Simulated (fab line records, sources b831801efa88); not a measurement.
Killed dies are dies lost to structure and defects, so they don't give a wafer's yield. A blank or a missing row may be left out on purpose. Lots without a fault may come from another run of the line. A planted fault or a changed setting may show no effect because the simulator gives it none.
Problem report in the 8D (eight disciplines) form, filled by code | flow gf180mcu | the parts of the form that need people (team, actions taken, sign-off) are left out

1. THE PROBLEM
run_length_s at GF_M3_SOFTBAKE_10 reads a mean of 76.43 s on 6 wafers of 2 lots; wafers without a fault read 89.19 s with a standard deviation of 0.11. That is -99 or more standard deviations from the usual mean.
The step: time 60 s.
First seen on wafer L290.4, day 24 12:40, on litho_track-03. The record holds 39 wafers of 13 lots with a number at this step. Rule for "out", or "out of limits": more than 4 standard deviations from the usual mean. The other wafers with a number count as sound.

2. WHAT IT IS AND WHAT IT IS NOT
question                    | is                                 | is not
which readings at this step | run_length_s, heater_power_total_W | -
which lots                  | L290, L292                         | L280, L282, L283, L284, L285, L294, L295, L298, L299, L300, L302
which wafers of those lots  | all that have a number             | -
read on which tools         | litho_track-03                     | litho_track-01, litho_track-02
when                        | from day 24 12:40                  | up to then (15 sound wafers); but 18 sound wafers of L294, L295, L298, L299, L300, L302 came after

3. SUSPECTS, AND WHAT RULES EACH OUT
Counting: a tool at a process step up to the reading stays a suspect if it ran every lot that is out and no sound lot after the first of them.
- litho_track-03 at GF_M3_SOFTBAKE_10 (time 60 s): ruled out as a lasting fault. Sound lots L299, L302 ran on it after its first lot that is out, L290 (day 24 12:40).
Left after counting: nothing in the record.

4. THE CAUSE (what the simulator had put in)
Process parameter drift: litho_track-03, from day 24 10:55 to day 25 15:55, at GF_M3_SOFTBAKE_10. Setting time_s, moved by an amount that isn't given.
Counting ruled it out, wrongly.

5. THE CHAIN OF EFFECTS, in route order
Each row: a reading whose mean over the struck wafers that have a number lies more than 3 standard deviations from the usual. Only readings for which the record gives a usual standard deviation are gone through. hours: the time from each lot's start at the first step in this table that gives one to its start at this step, as a median over the lots. sigmas: the change in usual standard deviations.
hours | step              | reading              | usual   | on struck wafers | change | sigmas
0     | GF_M3_SOFTBAKE_10 | heater_power_total_W | 93.05 W | 100.67           | +7.62  | +99 or more
0     | GF_M3_SOFTBAKE_10 | run_length_s         | 89.19 s | 76.43            | -12.76 | -99 or more
The process steps in it:
- GF_M3_SOFTBAKE_10: time 60 s.
Later measuring or inspecting steps at which every struck wafer that the step has a row for has a number for every such reading, and none has moved that far: GF_V3_OVL_MEAS_15.

6. WHAT WOULD HAVE CAUGHT IT SOONER
In this record the first reading out of limits was taken at day 24 12:40, 2 hours after the fault began at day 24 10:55.
